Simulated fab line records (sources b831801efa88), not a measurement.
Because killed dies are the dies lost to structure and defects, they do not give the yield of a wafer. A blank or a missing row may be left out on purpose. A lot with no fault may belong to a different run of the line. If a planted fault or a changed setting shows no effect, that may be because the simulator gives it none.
Problem report, 8D (eight disciplines) form, completed by code | flow sky130 | the parts of the form that need people (team, actions taken, sign-off) are left out

1. THE ISSUE
At SKY_CAPM_STRIP_14, n2 flow sccm averages 360.5 sccm over 6 wafers from 2 lots, while fault-free wafers read 300.1 sccm, standard deviation 0.91. Relative to the usual mean, that is a shift of +66 standard deviations.
The step: strips in O2/N2.
Seen first at day 40 11:37 on plasma asher-01, wafer L729.2. Wafers with a number at this step in the record: 42, from 14 lots. The rule behind "out" and "out of limits": a value lying over 4 standard deviations away from the usual mean. The rest of the wafers with a number are treated as sound.

2. WHAT IT IS, WHAT IT ISN'T
question                    | is                     | is not
which readings at this step | n2 flow sccm           | drypump motor current A, strip time to endpoint s
which lots                  | L729, L733             | L719, L720, L722, L723, L724, L725, L727, L728, L739, L740, L741, L742
which wafers of those lots  | all that have a number | -
read on which tools         | plasma asher-01        | plasma asher-02, plasma asher-03
when                        | from day 40 11:37      | up to then (24 sound wafers); but 12 sound wafers of L739, L740, L741, L742 came after

3. SUSPECTS, AND WHAT RULES EACH OUT
Counting: a tool stays on the suspect list if, at a process step up to the reading, it processed all lots that are out and no sound lot following the first of them.
- plasma asher-01 at SKY_CAPM_STRIP_14 (strips in O2/N2): kept. It processed each lot that is out, first L729 at day 40 11:37, and no sound lot thereafter; up to then, the last sound lot it processed was L728 at day 40 06:06. Out on those wafers are its own readings of n2 flow sccm.
Left after counting: plasma asher-01 at SKY_CAPM_STRIP_14.

4. THE CAUSE (what the simulator had put in)
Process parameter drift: plasma asher-01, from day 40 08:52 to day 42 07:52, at SKY_CAPM_STRIP_14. A move of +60 in setting n2 flow sccm, from 300. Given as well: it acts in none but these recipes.
Only this tool survived the counting.

5. THE EFFECT CHAIN, in route order
Rows list readings where the struck wafers' mean (over those with a number) sits beyond 3 standard deviations from the usual. Only readings whose record carries a usual standard deviation are examined. hours: median over the lots of the time between each lot's start at the first step of this table that gives one and its start at this step. sigmas: the change, counted in usual standard deviations.
hours | step              | reading      | usual      | on struck wafers | change | sigmas
0     | SKY_CAPM_STRIP_14 | n2 flow sccm | 300.1 sccm | 360.5            | +60.4  | +66
It contains these process steps:
- SKY_CAPM_STRIP_14: strips in O2/N2.

6. HOW IT WOULD HAVE BEEN CAUGHT EARLIER
3 hours passed between the start of the fault at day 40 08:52 and the first reading out of limits in this record, taken at day 40 11:37.
